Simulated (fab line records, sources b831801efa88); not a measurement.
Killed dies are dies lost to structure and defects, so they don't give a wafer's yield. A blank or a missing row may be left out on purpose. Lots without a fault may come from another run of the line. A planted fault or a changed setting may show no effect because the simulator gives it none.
A struck lot beside a sound one | flow sky130 | 17 steps out of a route of 708
Sound: wafers L853.1, L853.5, L853.6. Struck: wafers L852.3, L852.5, L852.6. The cause comes at the end.
At each step with rows: each side's tool, then ch and its chambers, then its first start. Under that, the readings that differ: sound wafers | struck wafers | difference of the means | sigmas: that difference in standard deviations of wafers without a fault.
alike: readings whose means differ by less than 2 such deviations, and words and numbers that are the same on both sides. not compared: withheld readings, readings that some wafer has no value for, bounds like >300 that may hide the same value, and numbers for which the record gives no deviation and whose values overlap.
The two part at a step that has a row with sigmas, a row that says differs or no value, or rows on one side only. Numbers that don't overlap but have no deviation are shown without sigmas and don't part them. A reading that every wafer of one side lacks parts them only if that side has two wafers or more.

first, 3 steps without rows for these wafers: SKY_LI_CONTACT_EXPOSE_09 (exposes mask LICM1, target cd 170 nm); SKY_LI_CONTACT_PEB_10; SKY_LI_CONTACT_DEVELOP_11 (develop time 60 s).
SKY_LI_CONTACT_CD_MEAS_12: target cd 170 nm.
  sound on cd_sem-01, day 30 11:26; struck on cd_sem-02, day 30 02:41
  alike: cd_nm
SKY_LI_CONTACT_OVL_MEAS_13:
  sound on overlay-01, day 30 11:34; struck on overlay-02, day 30 02:46
  alike: LI_CONTACT_OVL
SKY_LI_CONTACT_ETCH_14: etches BARC in N2/H2, stops on SiO2, time 45.9 s, target depth 60 nm.
  sound on rie_diel-04 ch 1,2, day 30 11:35; struck on rie_diel-01 ch 0,1, day 30 02:47
  alike: drypump_motor_current_A, n2_flow_sccm, oes_product_au, throttle_valve_pct
  not compared: rf_hours_counter_h
SKY_LI_CONTACT_ETCH_15: etches PSG in C4F8/O2/Ar, stops on Si, target depth 600 nm.
  sound on rie_diel-04 ch 1,2, day 30 11:38; struck on rie_diel-01 ch 0,1, day 30 02:50
  alike: oes_product_au
SKY_LI_CONTACT_STRIP_16: strips in O2/N2.
  sound on plasma_asher-03 ch 0,1, day 30 11:43; struck on plasma_asher-03 ch 0,1, day 30 02:57
  alike: drypump_motor_current_A, n2_flow_sccm, oes_product_au, strip_time_to_endpoint_s
  not compared: rf_hours_counter_h
then, 2 steps without rows for these wafers: SKY_LI_CONTACT_CLEAN_17 (cleans in NMP, time 600 s); SKY_LI_CONTACT_PRE_CLEAN_18 (time 5.6 s).
SKY_LI_CONTACT_SPUTTER_19: material Ti, target thk 20 nm, time 106.37 s.
  sound on pvd_sputter-04, day 30 12:01; struck on pvd_sputter-01, day 30 03:14
  alike: chamber_pressure_pa, throttle_valve_pct
SKY_LI_CONTACT_SPUTTER_20: material TiN, target thk 20 nm, time 80 s.
  sound on pvd_sputter-04, day 30 12:05; struck on pvd_sputter-01, day 30 03:19
  alike: chamber_pressure_pa, throttle_valve_pct
SKY_LI_CONTACT_CVD_21: deposits W, target thk 400 nm, time 120.56 s.
  sound on cvd_w-02 ch 0,1, day 30 12:09; struck on cvd_w-01 ch 0,1, day 30 03:25
  reading                                  | sound                | struck               | difference | sigmas
  heater_power_w (W)                       | 876 830 887          | 803 826 735          | -76        | -2
  susceptor_temp_C (C)                     | 399.74 400.02 399.69 | 394.72 394.67 395.01 | -5.02      | -21
  model.W_of_LI_CONTACT_CVD_21.thk_nm (nm) | 388.2 393.7 388.3    | 355.8 354.2 357.3    | -34.3      |
  alike: chamber_pressure_Torr
SKY_LI_CONTACT_RS_MEAS_22: measures by four-point-probe.
  sound on film_metro-04, day 30 12:17; struck on film_metro-03, day 30 03:32
  reading                  | sound             | struck            | difference | sigmas
  LI_CONTACT_W_RS (ohm/sq) | 0.294 0.289 0.293 | 0.321 0.322 0.320 | +0.029     | +9
SKY_LI_CONTACT_THK_MEAS_23: measures by xrf.
  sound on film_metro-04, day 30 12:24; struck on film_metro-03, day 30 03:38
  reading               | sound       | struck      | difference | sigmas
  LI_CONTACT_W_THK (nm) | 395 400 392 | 360 356 363 | -36        | -6
then, 1 step without rows for these wafers: SKY_LI_CONTACT_CMP_24 (polishes, stops on PSG, t overpolish 20 s, target thk 0 nm).
-- the record jumps here: 16 days lie between the struck wafers' starts before and after (it left off in module LI_CONTACT and takes up again in module PAD_OPEN, whose first step shown is number 708 of the route) --
SKY_PAD_OPEN_PROBE_99:
  sound on prober-01, day 46 18:25; struck on prober-02, day 46 13:07
  alike: killed_at_M0_to_M3, killed_at_M4_up, killed_at_contacts, killed_at_front_end, killed_at_other, killed_dies, killed_on_rim, killed_open, killed_short

WHERE THEY PART
First at SKY_LI_CONTACT_CVD_21; last, within this record, at SKY_LI_CONTACT_THK_MEAS_23. Later steps at which nothing parts them and some readings are alike: SKY_PAD_OPEN_PROBE_99.

WHY: what the simulator had put in
Process parameter drift: cvd_w-01, from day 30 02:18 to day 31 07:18, at SKY_LI_CONTACT_CVD_21. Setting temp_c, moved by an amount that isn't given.
